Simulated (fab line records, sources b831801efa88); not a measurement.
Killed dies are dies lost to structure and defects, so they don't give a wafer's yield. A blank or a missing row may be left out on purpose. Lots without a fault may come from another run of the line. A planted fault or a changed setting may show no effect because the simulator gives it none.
Which tool did it? | flow gf180mcu | 11 lots, 33 wafers sampled, at 5 steps of a route of 602

WHAT THE GAUGES READ, wafer by wafer
GF_HV_LDD_TW_MEAS_38. Usual: HV_LDD_3_TW 1426, standard deviation 13.
lot  | measured     | on            | HV_LDD_3_TW                   | flag
L649 | day 11 15:36 | film_metro-01 | 1426 1427 1417                |
L650 | day 11 21:27 | film_metro-01 | 1421 1426 1422                |
L651 | day 11 23:04 | film_metro-02 | 1441 1440 1447                |
L652 | day 12 13:06 | film_metro-01 | 1429 1430 1426                |
L653 | day 12 19:14 | film_metro-04 | 1418 1415 1419                |
L656 | day 14 00:20 | film_metro-02 | 1439 1436 1437                |
L662 | day 15 12:20 | film_metro-04 | 1318 1312 1325 1321 1322 1325 | OFF
L663 | day 15 22:35 | film_metro-01 | 1425 1433 1432                |
L666 | day 16 19:46 | film_metro-04 | 1319 1314 1323 1324 1320 1325 | OFF
L669 | day 17 16:11 | film_metro-04 | 1416 1411 1416                |
L670 | day 18 00:40 | film_metro-04 | 1428 1429 1426                |

GF_HV_LDD_RS_MEAS_53: measures by four-point-probe. Usual: HV_LDD_RS 419.1 ohm/sq, standard deviation 0.97.
lot  | measured     | on            | HV_LDD_RS (ohm/sq)                  | flag
L649 | day 12 09:43 | film_metro-01 | 417.5 418.1 418.7                   |
L650 | day 12 16:56 | film_metro-01 | 418.5 417.9 417.2                   |
L651 | day 12 18:42 | film_metro-01 | 419.1 419.4 418.0                   |
L652 | day 13 08:17 | film_metro-04 | 421.5 419.7 419.7                   |
L653 | day 13 15:13 | film_metro-04 | 420.4 419.9 419.4                   |
L656 | day 14 20:28 | film_metro-01 | 418.1 419.2 419.1                   |
L662 | day 16 10:37 | film_metro-01 | 434.3 435.7 434.2 434.2 434.9 435.2 | OFF
L663 | day 16 20:17 | film_metro-04 | 419.0 419.9 420.5                   |
L666 | day 17 18:28 | film_metro-02 | 435.6 436.9 436.1 435.0 436.7 436.5 | OFF
L669 | day 18 16:14 | film_metro-04 | 419.6 417.7 418.0                   |
L670 | day 19 01:05 | film_metro-04 | 419.3 419.4 419.8                   |

GF_HV_LDD_THK_MEAS_55. Usual: HV_LDD_CVD_54_THK 9.91 nm, standard deviation 0.13.
lot  | measured     | on            | HV_LDD_CVD_54_THK (nm) | flag
L649 | day 12 11:01 | film_metro-04 | 9.95 10.13 10.05       |
L650 | day 12 18:35 | film_metro-02 | 9.59 9.64 9.76         |
L651 | day 12 20:43 | film_metro-02 | 9.87 9.93 9.78         |
L652 | day 13 09:25 | film_metro-01 | 9.99 10.07 10.00       |
L653 | day 13 16:22 | film_metro-02 | 9.99 10.02 10.01       |
L656 | day 14 21:37 | film_metro-04 | 9.76 9.73 9.68         |
L662 | day 16 17:57 | film_metro-01 | 10.07 10.00 9.98       |
L663 | day 16 22:41 | film_metro-04 | 9.85 9.87 10.02        |
L666 | day 17 22:36 | film_metro-02 | 9.68 9.72 9.69         |
L669 | day 18 17:22 | film_metro-04 | 9.90 9.81 10.00        |
L670 | day 19 02:13 | film_metro-04 | 9.74 9.95 9.83         |

WHICH TOOL RAN EACH LOT (tool, then ch and the chambers of the sampled wafers, then the start)
lot  | GF_POLY_GATE_ETCH_12               | GF_HV_LDD_IMPLANT_33
L649 | rie_diel-01 ch 0,2,3, day 9 08:29  | implanter-02 ch 0, day 11 14:54
L650 | rie_diel-02 ch 0,1,2, day 9 14:35  | implanter-01 ch 0, day 11 20:46
L651 | rie_diel-02 ch 1,2,3, day 9 16:11  | implanter-02 ch 0, day 11 22:24
L652 | rie_diel-04 ch 0,1, day 10 01:14   | implanter-03 ch 0, day 12 12:25
L653 | rie_diel-01 ch 2,3, day 10 06:10   | implanter-02 ch 0, day 12 18:32
L656 | rie_diel-01 ch 1,2, day 11 12:28   | implanter-03 ch 0, day 13 23:38
L662 | rie_diel-01 ch 0,1,3, day 12 20:46 | implanter-02 ch 0, day 15 11:38
L663 | rie_diel-04 ch 0,2,3, day 13 05:43 | implanter-01 ch 0, day 15 21:55
L666 | rie_diel-01 ch 0,2,3, day 14 01:28 | implanter-02 ch 0, day 16 19:07
L669 | rie_diel-01 ch 0,3, day 14 20:41   | implanter-01 ch 0, day 17 15:31
L670 | rie_diel-01 ch 0,2,3, day 15 04:34 | implanter-01 ch 0, day 17 23:58
- GF_POLY_GATE_ETCH_12: etches BARC in N2/H2.
- GF_HV_LDD_IMPLANT_33

WHAT THE TOOLS THEMSELVES READ (means of the sampled wafers that have a number; where no wafer has one, the mark that the record gives instead)
GF_POLY_GATE_ETCH_12. Usual: chamber_pressure_mTorr 30.001 mTorr, standard deviation 0.029; drypump_motor_current_A 5.7 A, standard deviation 0.55; oes_product_au 0.735 a.u., standard deviation 0.0045; throttle_valve_pct 13.215 %, standard deviation 0.0095.
lot  | tool        | chamber_pressure_mTorr (mTorr) | drypump_motor_current_A (A) | oes_product_au (a.u.) | throttle_valve_pct (%) | flag
L649 | rie_diel-01 | 30.003                         | 5.8                         | 0.731                 | 13.220                 |
L650 | rie_diel-02 | 30.000                         | 5.5                         | 0.736                 | 13.223                 |
L651 | rie_diel-02 | 30.013                         | 5.4                         | 0.735                 | 13.203                 |
L652 | rie_diel-04 | 30.012                         | 6.4                         | 0.735                 | 13.212                 |
L653 | rie_diel-01 | 30.007                         | 6.2                         | 0.733                 | 13.219                 |
L656 | rie_diel-01 | 30.006                         | 5.2                         | 0.735                 | 13.221                 |
L662 | rie_diel-01 | 30.020                         | 5.4                         | 0.737                 | 13.215                 |
L663 | rie_diel-04 | 30.010                         | 5.7                         | 0.734                 | 13.221                 |
L666 | rie_diel-01 | 29.979                         | 5.8                         | 0.736                 | 13.224                 |
L669 | rie_diel-01 | 30.004                         | 5.5                         | 0.739                 | 13.216                 |
L670 | rie_diel-01 | 30.009                         | 5.8                         | 0.737                 | 13.216                 |

GF_HV_LDD_IMPLANT_33. Usual: dose_ions_cm2 7.498e+12, standard deviation 7.7e+09; faraday_current_uA 42.4, standard deviation 0.77.
lot  | tool         | dose_ions_cm2 | faraday_current_uA | flag
L649 | implanter-02 | 7.497e+12     | 41.5               |
L650 | implanter-01 | 7.503e+12     | 42.1               |
L651 | implanter-02 | 7.506e+12     | 42.3               |
L652 | implanter-03 | 7.501e+12     | 41.9               |
L653 | implanter-02 | 7.500e+12     | 42.4               |
L656 | implanter-03 | 7.503e+12     | 42.8               |
L662 | implanter-02 | 1.813e+12     | 10.3               | OFF
L663 | implanter-01 | 7.483e+12     | 42.4               |
L666 | implanter-02 | 1.802e+12     | 10.0               | OFF
L669 | implanter-01 | 7.497e+12     | 42.3               |
L670 | implanter-01 | 7.492e+12     | 42.3               |

THE ANSWER, worked out from the rows above alone
Rule: a lot is off if the mean of its wafers that have a number lies more than 3 standard deviations from the usual mean. A lot without any number at a reading at which 4 lots or more have one is off too. The other lots that the step has rows for count as sound. The gauges are gone through in route order, then the tools' own readings, and for those a lot's mean is taken as printed above. The first step at which some lot is off is used, and at that step the reading that is off furthest; a lot without a number counts as furthest.
Off: L662, L666, at GF_HV_LDD_TW_MEAS_38 (HV_LDD_3_TW).
A tool fits if, at a process step before that reading, it ran every lot that is off, and no sound lot after the first of them. The gauges at GF_HV_LDD_TW_MEAS_38 aren't tried: what is off there is off at GF_HV_LDD_RS_MEAS_53 too, on other tools, and a gauge's error can't cause that. One fits: implanter-02 at GF_HV_LDD_IMPLANT_33. Its last sound lot is L653 (day 12 18:32), its first lot that is off L662 (day 15 11:38): a fault that began between those two fits.
The tool's own readings at GF_HV_LDD_IMPLANT_33 bear it out: on the lots that are off they differ by more than 5 times the standard deviation of the sound lots' means. dose_ions_cm2 reads 1.808e+12 there against 7.498e+12 on the sound lots; faraday_current_uA reads 10.2 there against 42.2 on the sound lots.

WHAT THE SIMULATOR HAD PUT IN
Process parameter drift: implanter-02, from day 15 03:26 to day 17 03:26, at GF_HV_LDD_IMPLANT_33. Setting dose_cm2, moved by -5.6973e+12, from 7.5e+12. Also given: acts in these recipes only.
Lots struck among those shown: L662, L666. The rule above found the same.
